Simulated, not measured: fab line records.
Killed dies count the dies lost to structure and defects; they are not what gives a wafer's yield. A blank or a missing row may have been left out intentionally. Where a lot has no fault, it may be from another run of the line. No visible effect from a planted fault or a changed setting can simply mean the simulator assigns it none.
Which tool is to blame? / flow sky130 / 24 lots, 72 wafers sampled, at 5 steps of a route of 708

== WHAT THE GAUGES READ, wafer by wafer ==
SKY_SONOS_ONO_CD_MEAS_13: the cd target is 410 nm.
lot=L075; measured=day 13 03:24; on=cd_sem-02; cd_nm (nm)=413.3 414.5 411.2
lot=L074; measured=day 13 04:13; on=cd_sem-02; cd_nm (nm)=413.6 410.9 411.0
lot=L076; measured=day 13 09:21; on=cd_sem-02; cd_nm (nm)=411.2 409.4 410.7
lot=L077; measured=day 13 09:28; on=cd_sem-01; cd_nm (nm)=411.2 409.9 409.0
lot=L078; measured=day 13 17:02; on=cd_sem-02; cd_nm (nm)=410.0 411.4 407.9
lot=L079; measured=day 14 03:33; on=cd_sem-02; cd_nm (nm)=412.9 413.4 413.4
lot=L080; measured=day 14 17:16; on=cd_sem-01; cd_nm (nm)=408.9 409.1 409.5
lot=L081; measured=day 15 03:05; on=cd_sem-02; cd_nm (nm)=407.2 408.7 406.9
lot=L082; measured=day 15 17:12; on=cd_sem-02; cd_nm (nm)=411.1 413.0 412.6
lot=L084; measured=day 16 04:51; on=cd_sem-02; cd_nm (nm)=411.2 413.4 410.0
lot=L083; measured=day 16 04:56; on=cd_sem-01; cd_nm (nm)=408.7 410.1 407.8
lot=L085; measured=day 16 16:53; on=cd_sem-01; cd_nm (nm)=409.6 407.2 411.6
lot=L086; measured=day 17 00:30; on=cd_sem-02; cd_nm (nm)=411.4 409.2 411.5
lot=L087; measured=day 17 10:08; on=cd_sem-01; cd_nm (nm)=410.4 412.0 411.8
lot=L088; measured=day 17 15:14; on=cd_sem-01; cd_nm (nm)=407.6 409.3 407.9
lot=L089; measured=day 17 15:43; on=cd_sem-02; cd_nm (nm)=407.9 411.3 410.1
lot=L090; measured=day 18 03:47; on=cd_sem-02; cd_nm (nm)=409.1 410.3 411.9
lot=L091; measured=day 18 07:30; on=cd_sem-02; cd_nm (nm)=407.6 410.4 409.3
lot=L092; measured=day 18 18:51; on=cd_sem-02; cd_nm (nm)=409.4 409.1 412.3
lot=L093; measured=day 19 05:29; on=cd_sem-01; cd_nm (nm)=412.4 412.6 412.1
lot=L094; measured=day 19 11:04; on=cd_sem-01; cd_nm (nm)=410.9 410.9 411.0
lot=L095; measured=day 19 12:52; on=cd_sem-02; cd_nm (nm)=410.1 409.7 407.8
lot=L096; measured=day 20 07:11; on=cd_sem-01; cd_nm (nm)=408.9 410.6 409.5
lot=L097; measured=day 20 11:32; on=cd_sem-02; cd_nm (nm)=411.6 411.0 410.2

SKY_CAP2M_RS_MEAS_03: measurement is done with a four-point probe.
lot=L075; measured=day 40 04:24; on=film_metro-03; CAP2M_TIN_RS (ohm/sq)=6.91 6.90 6.89
lot=L074; measured=day 40 06:32; on=film_metro-04; CAP2M_TIN_RS (ohm/sq)=6.90 6.93 6.97
lot=L076; measured=day 40 10:35; on=film_metro-02; CAP2M_TIN_RS (ohm/sq)=7.04 6.90 6.91
lot=L077; measured=day 40 11:16; on=film_metro-02; CAP2M_TIN_RS (ohm/sq)=6.90 6.84 6.87
lot=L078; measured=day 40 16:20; on=film_metro-02; CAP2M_TIN_RS (ohm/sq)=6.85 6.91 6.93
lot=L079; measured=day 41 03:11; on=film_metro-03; CAP2M_TIN_RS (ohm/sq)=6.86 6.82 6.83
lot=L080; measured=day 41 14:05; on=film_metro-02; CAP2M_TIN_RS (ohm/sq)=6.90 6.90 6.89
lot=L081; measured=day 41 23:53; on=film_metro-03; CAP2M_TIN_RS (ohm/sq)=6.92 6.97 6.94
lot=L082; measured=day 42 11:30; on=film_metro-03; CAP2M_TIN_RS (ohm/sq)=6.97 6.96 6.90
lot=L084; measured=day 42 18:48; on=film_metro-02; CAP2M_TIN_RS (ohm/sq)=6.96 7.02 6.96
lot=L083; measured=day 43 00:11; on=film_metro-04; CAP2M_TIN_RS (ohm/sq)=6.87 6.94 6.86
lot=L085; measured=day 43 02:39; on=film_metro-04; CAP2M_TIN_RS (ohm/sq)=6.88 6.90 6.92
lot=L086; measured=day 43 11:39; on=film_metro-02; CAP2M_TIN_RS (ohm/sq)=6.77 6.83 6.79
lot=L087; measured=day 43 17:29; on=film_metro-02; CAP2M_TIN_RS (ohm/sq)=6.98 6.98 6.97
lot=L088; measured=day 43 21:11; on=film_metro-02; CAP2M_TIN_RS (ohm/sq)=6.91 6.89 6.98
lot=L089; measured=day 43 23:45; on=film_metro-03; CAP2M_TIN_RS (ohm/sq)=6.80 6.84 6.83
lot=L090; measured=day 44 17:11; on=film_metro-03; CAP2M_TIN_RS (ohm/sq)=6.88 7.06 7.00
lot=L091; measured=day 44 18:33; on=film_metro-04; CAP2M_TIN_RS (ohm/sq)=6.96 6.93 6.92
lot=L092; measured=day 44 19:09; on=film_metro-02; CAP2M_TIN_RS (ohm/sq)=6.80 6.85 6.90
lot=L093; measured=day 45 03:01; on=film_metro-03; CAP2M_TIN_RS (ohm/sq)=6.83 6.82 6.79
lot=L094; measured=day 45 05:09; on=film_metro-03; CAP2M_TIN_RS (ohm/sq)=6.95 6.95 6.98
lot=L095; measured=day 45 12:50; on=film_metro-04; CAP2M_TIN_RS (ohm/sq)=6.87 6.78 6.81
lot=L096; measured=day 45 22:31; on=film_metro-04; CAP2M_TIN_RS (ohm/sq)=7.07 7.05 7.12
lot=L097; measured=day 46 02:07; on=film_metro-02; CAP2M_TIN_RS (ohm/sq)=6.81 6.87 6.79

== WHICH TOOL RAN EACH LOT (tool, then ch and the chambers of the sampled wafers, then the start) ==
lot=L075; SKY_RES_XHIGH_STRIP_08=plasma_asher-01 ch 0,1, day 27 04:01; SKY_VIA1_CMP_24=cmp-02 ch 0,3, day 34 15:11; SKY_VIA2_CMP_02=cmp-01 ch 0,1,3, day 35 18:58
lot=L074; SKY_RES_XHIGH_STRIP_08=plasma_asher-03 ch 0,1, day 27 07:19; SKY_VIA1_CMP_24=cmp-01 ch 0,1, day 34 17:21; SKY_VIA2_CMP_02=cmp-02 ch 1,2, day 35 21:07
lot=L076; SKY_RES_XHIGH_STRIP_08=plasma_asher-03 ch 0, day 27 12:20; SKY_VIA1_CMP_24=cmp-02 ch 1,2, day 34 22:56; SKY_VIA2_CMP_02=cmp-01 ch 0,1,2, day 36 02:05
lot=L077; SKY_RES_XHIGH_STRIP_08=plasma_asher-03 ch 0,1, day 27 13:36; SKY_VIA1_CMP_24=cmp-02 ch 0,1,3, day 35 00:08; SKY_VIA2_CMP_02=cmp-02 ch 0,1, day 36 03:35
lot=L078; SKY_RES_XHIGH_STRIP_08=plasma_asher-03 ch 0,1, day 27 20:24; SKY_VIA1_CMP_24=cmp-01 ch 2,3, day 35 05:25; SKY_VIA2_CMP_02=cmp-02 ch 1,3, day 36 08:42
lot=L079; SKY_RES_XHIGH_STRIP_08=plasma_asher-01 ch 0,1, day 28 08:50; SKY_VIA1_CMP_24=cmp-02 ch 0,1,2, day 35 15:09; SKY_VIA2_CMP_02=cmp-02 ch 0,3, day 36 18:32
lot=L080; SKY_RES_XHIGH_STRIP_08=plasma_asher-04 ch 0,1, day 28 22:07; SKY_VIA1_CMP_24=cmp-02 ch 0,1,3, day 36 04:26; SKY_VIA2_CMP_02=cmp-02 ch 0,2,3, day 37 07:22
lot=L081; SKY_RES_XHIGH_STRIP_08=plasma_asher-03 ch 0,1, day 29 09:54; SKY_VIA1_CMP_24=cmp-02 ch 2,3, day 36 14:31; SKY_VIA2_CMP_02=cmp-02 ch 0,1,3, day 37 17:41
lot=L082; SKY_RES_XHIGH_STRIP_08=plasma_asher-01 ch 0,1, day 29 23:03; SKY_VIA1_CMP_24=cmp-02 ch 1,2, day 37 00:53; SKY_VIA2_CMP_02=cmp-02 ch 0,3, day 38 03:18
lot=L084; SKY_RES_XHIGH_STRIP_08=plasma_asher-03 ch 0,1, day 30 11:15; SKY_VIA1_CMP_24=cmp-02 ch 0,2,3, day 37 12:51; SKY_VIA2_CMP_02=cmp-01 ch 0,2, day 38 15:11
lot=L083; SKY_RES_XHIGH_STRIP_08=plasma_asher-03 ch 0,1, day 30 16:52; SKY_VIA1_CMP_24=cmp-02 ch 0,2, day 37 18:58; SKY_VIA2_CMP_02=cmp-02 ch 1,2, day 38 21:40
lot=L085; SKY_RES_XHIGH_STRIP_08=plasma_asher-04 ch 0,1, day 30 22:27; SKY_VIA1_CMP_24=cmp-01 ch 0,1,3, day 37 21:35; SKY_VIA2_CMP_02=cmp-01 ch 0,1,2, day 39 00:28
lot=L086; SKY_RES_XHIGH_STRIP_08=plasma_asher-01 ch 0,1, day 31 04:46; SKY_VIA1_CMP_24=cmp-01 ch 0,1,3, day 38 04:08; SKY_VIA2_CMP_02=cmp-02 ch 0,2, day 39 06:47
lot=L087; SKY_RES_XHIGH_STRIP_08=plasma_asher-03 ch 0,1, day 31 16:22; SKY_VIA1_CMP_24=cmp-01 ch 0,1,3, day 38 14:18; SKY_VIA2_CMP_02=cmp-02 ch 0,1,2, day 39 15:16
lot=L088; SKY_RES_XHIGH_STRIP_08=plasma_asher-04 ch 0,1, day 31 21:45; SKY_VIA1_CMP_24=cmp-02 ch 0,2,3, day 38 19:42; SKY_VIA2_CMP_02=cmp-01 ch 0,1,3, day 39 21:13
lot=L089; SKY_RES_XHIGH_STRIP_08=plasma_asher-01 ch 0,1, day 31 22:50; SKY_VIA1_CMP_24=cmp-01 ch 0,2,3, day 38 21:20; SKY_VIA2_CMP_02=cmp-01 ch 0,1,2, day 39 22:45
lot=L090; SKY_RES_XHIGH_STRIP_08=plasma_asher-01 ch 0,1, day 32 10:48; SKY_VIA1_CMP_24=cmp-02 ch 1,2, day 39 07:36; SKY_VIA2_CMP_02=cmp-02 ch 0,1, day 40 09:13
lot=L091; SKY_RES_XHIGH_STRIP_08=plasma_asher-01 ch 0,1, day 32 16:03; SKY_VIA1_CMP_24=cmp-02 ch 1,2, day 39 11:29; SKY_VIA2_CMP_02=cmp-02 ch 0,1,3, day 40 12:58
lot=L092; SKY_RES_XHIGH_STRIP_08=plasma_asher-04 ch 0, day 32 21:20; SKY_VIA1_CMP_24=cmp-01 ch 0,2,3, day 39 14:37; SKY_VIA2_CMP_02=cmp-01 ch 0,2, day 40 16:06
lot=L093; SKY_RES_XHIGH_STRIP_08=plasma_asher-04 ch 0,1, day 33 09:09; SKY_VIA1_CMP_24=cmp-01 ch 0,1, day 40 01:13; SKY_VIA2_CMP_02=cmp-02 ch 2,3, day 41 02:57
lot=L094; SKY_RES_XHIGH_STRIP_08=plasma_asher-04 ch 0,1, day 33 11:45; SKY_VIA1_CMP_24=cmp-02 ch 0,1,3, day 40 02:47; SKY_VIA2_CMP_02=cmp-02 ch 0,2, day 41 04:17
lot=L095; SKY_RES_XHIGH_STRIP_08=plasma_asher-04 ch 1, day 33 15:42; SKY_VIA1_CMP_24=cmp-01 ch 0,1, day 40 09:14; SKY_VIA2_CMP_02=cmp-01 ch 1,2,3, day 41 11:15
lot=L096; SKY_RES_XHIGH_STRIP_08=plasma_asher-03 ch 0,1, day 34 06:51; SKY_VIA1_CMP_24=cmp-02 ch 0,1,2, day 40 21:21; SKY_VIA2_CMP_02=cmp-01 ch 0,2,3, day 41 22:48
lot=L097; SKY_RES_XHIGH_STRIP_08=plasma_asher-04 ch 0,1, day 34 10:10; SKY_VIA1_CMP_24=cmp-01 ch 0,2,3, day 41 01:35; SKY_VIA2_CMP_02=cmp-02 ch 0,2,3, day 42 02:55
- SKY_RES_XHIGH_STRIP_08: strips in O2/N2.
- SKY_VIA1_CMP_24: polishes, stops on SiO2, t overpolish 15 s, target thk 0 nm.
- SKY_VIA2_CMP_02: polishes SiO2.

== WHAT THE TOOLS THEMSELVES READ (means of the sampled wafers that have a number; where no wafer has one, the mark that the record gives instead) ==
SKY_RES_XHIGH_STRIP_08.
lot=L075; tool=plasma_asher-01; drypump_motor_current_A (A)=5.5; oes_product_au (a.u.)=0.708; strip_time_to_endpoint_s (s)=14.26
lot=L074; tool=plasma_asher-03; drypump_motor_current_A (A)=5.2; oes_product_au (a.u.)=0.714; strip_time_to_endpoint_s (s)=14.23
lot=L076; tool=plasma_asher-03; drypump_motor_current_A (A)=5.2; oes_product_au (a.u.)=0.711; strip_time_to_endpoint_s (s)=14.25
lot=L077; tool=plasma_asher-03; drypump_motor_current_A (A)=5.3; oes_product_au (a.u.)=0.710; strip_time_to_endpoint_s (s)=14.27
lot=L078; tool=plasma_asher-03; drypump_motor_current_A (A)=5.2; oes_product_au (a.u.)=0.713; strip_time_to_endpoint_s (s)=14.24
lot=L079; tool=plasma_asher-01; drypump_motor_current_A (A)=5.5; oes_product_au (a.u.)=0.709; strip_time_to_endpoint_s (s)=14.22
lot=L080; tool=plasma_asher-04; drypump_motor_current_A (A)=5.5; oes_product_au (a.u.)=0.709; strip_time_to_endpoint_s (s)=14.24
lot=L081; tool=plasma_asher-03; drypump_motor_current_A (A)=5.2; oes_product_au (a.u.)=0.709; strip_time_to_endpoint_s (s)=14.31
lot=L082; tool=plasma_asher-01; drypump_motor_current_A (A)=5.1; oes_product_au (a.u.)=0.710; strip_time_to_endpoint_s (s)=14.25
lot=L084; tool=plasma_asher-03; drypump_motor_current_A (A)=5.2; oes_product_au (a.u.)=0.711; strip_time_to_endpoint_s (s)=14.18
lot=L083; tool=plasma_asher-03; drypump_motor_current_A (A)=5.2; oes_product_au (a.u.)=0.711; strip_time_to_endpoint_s (s)=14.30
lot=L085; tool=plasma_asher-04; drypump_motor_current_A (A)=5.4; oes_product_au (a.u.)=0.716; strip_time_to_endpoint_s (s)=14.24
lot=L086; tool=plasma_asher-01; drypump_motor_current_A (A)=5.1; oes_product_au (a.u.)=0.712; strip_time_to_endpoint_s (s)=14.32
lot=L087; tool=plasma_asher-03; drypump_motor_current_A (A)=5.3; oes_product_au (a.u.)=0.711; strip_time_to_endpoint_s (s)=14.29
lot=L088; tool=plasma_asher-04; drypump_motor_current_A (A)=5.4; oes_product_au (a.u.)=0.711; strip_time_to_endpoint_s (s)=14.25
lot=L089; tool=plasma_asher-01; drypump_motor_current_A (A)=5.1; oes_product_au (a.u.)=0.711; strip_time_to_endpoint_s (s)=14.28
lot=L090; tool=plasma_asher-01; drypump_motor_current_A (A)=5.5; oes_product_au (a.u.)=0.712; strip_time_to_endpoint_s (s)=14.36
lot=L091; tool=plasma_asher-01; drypump_motor_current_A (A)=5.1; oes_product_au (a.u.)=0.715; strip_time_to_endpoint_s (s)=14.32
lot=L092; tool=plasma_asher-04; drypump_motor_current_A (A)=5.5; oes_product_au (a.u.)=0.713; strip_time_to_endpoint_s (s)=14.26
lot=L093; tool=plasma_asher-04; drypump_motor_current_A (A)=5.4; oes_product_au (a.u.)=0.712; strip_time_to_endpoint_s (s)=14.32
lot=L094; tool=plasma_asher-04; drypump_motor_current_A (A)=5.4; oes_product_au (a.u.)=0.716; strip_time_to_endpoint_s (s)=14.30
lot=L095; tool=plasma_asher-04; drypump_motor_current_A (A)=5.3; oes_product_au (a.u.)=0.710; strip_time_to_endpoint_s (s)=14.29
lot=L096; tool=plasma_asher-03; drypump_motor_current_A (A)=5.2; oes_product_au (a.u.)=0.708; strip_time_to_endpoint_s (s)=14.23
lot=L097; tool=plasma_asher-04; drypump_motor_current_A (A)=5.5; oes_product_au (a.u.)=0.709; strip_time_to_endpoint_s (s)=14.21

SKY_VIA1_CMP_24.
lot=L075; tool=cmp-02; motor_current_A (A)=10.9; overpolish_run_s (s)=15.004; slurry_filter_dp_kPa (kPa)=13.49; time_to_endpoint_s (s)=65.1
lot=L074; tool=cmp-01; motor_current_A (A)=11.0; overpolish_run_s (s)=15.003; slurry_filter_dp_kPa (kPa)=13.49; time_to_endpoint_s (s)=61.9
lot=L076; tool=cmp-02; motor_current_A (A)=12.6; overpolish_run_s (s)=14.996; slurry_filter_dp_kPa (kPa)=13.45; time_to_endpoint_s (s)=65.8
lot=L077; tool=cmp-02; motor_current_A (A)=11.5; overpolish_run_s (s)=14.997; slurry_filter_dp_kPa (kPa)=13.40; time_to_endpoint_s (s)=66.5
lot=L078; tool=cmp-01; motor_current_A (A)=10.8; overpolish_run_s (s)=14.995; slurry_filter_dp_kPa (kPa)=13.46; time_to_endpoint_s (s)=66.0
lot=L079; tool=cmp-02; motor_current_A (A)=11.3; overpolish_run_s (s)=14.985; slurry_filter_dp_kPa (kPa)=13.54; time_to_endpoint_s (s)=63.4
lot=L080; tool=cmp-02; motor_current_A (A)=11.7; overpolish_run_s (s)=14.986; slurry_filter_dp_kPa (kPa)=13.39; time_to_endpoint_s (s)=63.4
lot=L081; tool=cmp-02; motor_current_A (A)=10.2; overpolish_run_s (s)=15.001; slurry_filter_dp_kPa (kPa)=13.56; time_to_endpoint_s (s)=66.5
lot=L082; tool=cmp-02; motor_current_A (A)=11.4; overpolish_run_s (s)=14.998; slurry_filter_dp_kPa (kPa)=13.44; time_to_endpoint_s (s)=62.2
lot=L084; tool=cmp-02; motor_current_A (A)=10.7; overpolish_run_s (s)=14.999; slurry_filter_dp_kPa (kPa)=13.46; time_to_endpoint_s (s)=65.7
lot=L083; tool=cmp-02; motor_current_A (A)=10.2; overpolish_run_s (s)=15.001; slurry_filter_dp_kPa (kPa)=13.44; time_to_endpoint_s (s)=65.0
lot=L085; tool=cmp-01; motor_current_A (A)=11.0; overpolish_run_s (s)=15.001; slurry_filter_dp_kPa (kPa)=13.44; time_to_endpoint_s (s)=62.7
lot=L086; tool=cmp-01; motor_current_A (A)=11.1; overpolish_run_s (s)=14.998; slurry_filter_dp_kPa (kPa)=13.58; time_to_endpoint_s (s)=62.1
lot=L087; tool=cmp-01; motor_current_A (A)=10.9; overpolish_run_s (s)=14.999; slurry_filter_dp_kPa (kPa)=13.56; time_to_endpoint_s (s)=60.6
lot=L088; tool=cmp-02; motor_current_A (A)=10.5; overpolish_run_s (s)=15.009; slurry_filter_dp_kPa (kPa)=13.51; time_to_endpoint_s (s)=63.7
lot=L089; tool=cmp-01; motor_current_A (A)=11.5; overpolish_run_s (s)=14.998; slurry_filter_dp_kPa (kPa)=13.58; time_to_endpoint_s (s)=63.4
lot=L090; tool=cmp-02; motor_current_A (A)=12.6; overpolish_run_s (s)=15.004; slurry_filter_dp_kPa (kPa)=13.64; time_to_endpoint_s (s)=64.9
lot=L091; tool=cmp-02; motor_current_A (A)=11.2; overpolish_run_s (s)=15.002; slurry_filter_dp_kPa (kPa)=13.35; time_to_endpoint_s (s)=64.0
lot=L092; tool=cmp-01; motor_current_A (A)=11.6; overpolish_run_s (s)=14.997; slurry_filter_dp_kPa (kPa)=13.58; time_to_endpoint_s (s)=61.5
lot=L093; tool=cmp-01; motor_current_A (A)=10.8; overpolish_run_s (s)=15.003; slurry_filter_dp_kPa (kPa)=13.58; time_to_endpoint_s (s)=60.2
lot=L094; tool=cmp-02; motor_current_A (A)=11.8; overpolish_run_s (s)=15.010; slurry_filter_dp_kPa (kPa)=13.53; time_to_endpoint_s (s)=65.5
lot=L095; tool=cmp-01; motor_current_A (A)=11.2; overpolish_run_s (s)=14.995; slurry_filter_dp_kPa (kPa)=13.50; time_to_endpoint_s (s)=60.2
lot=L096; tool=cmp-02; motor_current_A (A)=11.8; overpolish_run_s (s)=15.012; slurry_filter_dp_kPa (kPa)=13.51; time_to_endpoint_s (s)=65.3
lot=L097; tool=cmp-01; motor_current_A (A)=11.3; overpolish_run_s (s)=14.996; slurry_filter_dp_kPa (kPa)=13.48; time_to_endpoint_s (s)=63.4

SKY_VIA2_CMP_02.
lot=L075; tool=cmp-01; motor_current_A (A)=12.2; slurry_filter_dp_kPa (kPa)=13.52
lot=L074; tool=cmp-02; motor_current_A (A)=12.2; slurry_filter_dp_kPa (kPa)=13.65
lot=L076; tool=cmp-01; motor_current_A (A)=12.8; slurry_filter_dp_kPa (kPa)=13.40
lot=L077; tool=cmp-02; motor_current_A (A)=13.0; slurry_filter_dp_kPa (kPa)=13.53
lot=L078; tool=cmp-02; motor_current_A (A)=12.4; slurry_filter_dp_kPa (kPa)=13.52
lot=L079; tool=cmp-02; motor_current_A (A)=11.5; slurry_filter_dp_kPa (kPa)=13.58
lot=L080; tool=cmp-02; motor_current_A (A)=11.7; slurry_filter_dp_kPa (kPa)=13.38
lot=L081; tool=cmp-02; motor_current_A (A)=12.6; slurry_filter_dp_kPa (kPa)=13.61
lot=L082; tool=cmp-02; motor_current_A (A)=11.6; slurry_filter_dp_kPa (kPa)=13.47
lot=L084; tool=cmp-01; motor_current_A (A)=13.3; slurry_filter_dp_kPa (kPa)=13.48
lot=L083; tool=cmp-02; motor_current_A (A)=13.9; slurry_filter_dp_kPa (kPa)=13.59
lot=L085; tool=cmp-01; motor_current_A (A)=12.7; slurry_filter_dp_kPa (kPa)=13.44
lot=L086; tool=cmp-02; motor_current_A (A)=11.7; slurry_filter_dp_kPa (kPa)=13.63
lot=L087; tool=cmp-02; motor_current_A (A)=12.8; slurry_filter_dp_kPa (kPa)=13.48
lot=L088; tool=cmp-01; motor_current_A (A)=12.2; slurry_filter_dp_kPa (kPa)=13.50
lot=L089; tool=cmp-01; motor_current_A (A)=12.6; slurry_filter_dp_kPa (kPa)=13.58
lot=L090; tool=cmp-02; motor_current_A (A)=12.8; slurry_filter_dp_kPa (kPa)=13.51
lot=L091; tool=cmp-02; motor_current_A (A)=12.7; slurry_filter_dp_kPa (kPa)=13.48
lot=L092; tool=cmp-01; motor_current_A (A)=12.9; slurry_filter_dp_kPa (kPa)=13.45
lot=L093; tool=cmp-02; motor_current_A (A)=11.3; slurry_filter_dp_kPa (kPa)=13.53
lot=L094; tool=cmp-02; motor_current_A (A)=11.7; slurry_filter_dp_kPa (kPa)=13.39
lot=L095; tool=cmp-01; motor_current_A (A)=12.3; slurry_filter_dp_kPa (kPa)=13.60
lot=L096; tool=cmp-01; motor_current_A (A)=12.4; slurry_filter_dp_kPa (kPa)=13.47
lot=L097; tool=cmp-02; motor_current_A (A)=11.7; slurry_filter_dp_kPa (kPa)=13.50

== THE ANSWER, worked out from the rows above alone ==
Rule: the lots themselves supply what counts as usual. Put in order of their means at a reading, lots are off if they are a third of the lots or fewer, leave a main group of 4 or more, and stand apart from it by a gap of 3 or more times the standard deviation of the main group's means; of several such gaps the widest counts. Not used: any main group whose means are identical at the precision the tables above print for the reading. Also off: a lot with no number at a reading for which 4 or more lots have one. Any other lot the step has rows for is counted as sound. After the gauges, taken in route order, come the tools' own readings; for these a lot's mean is taken, as printed above. The first step at which some lot is off is used, and at that step the reading that is off furthest; a lot without a number counts as furthest.
No lot is off at any reading shown: from this, nothing can be told.

== WHAT THE SIMULATOR HAD PUT IN ==
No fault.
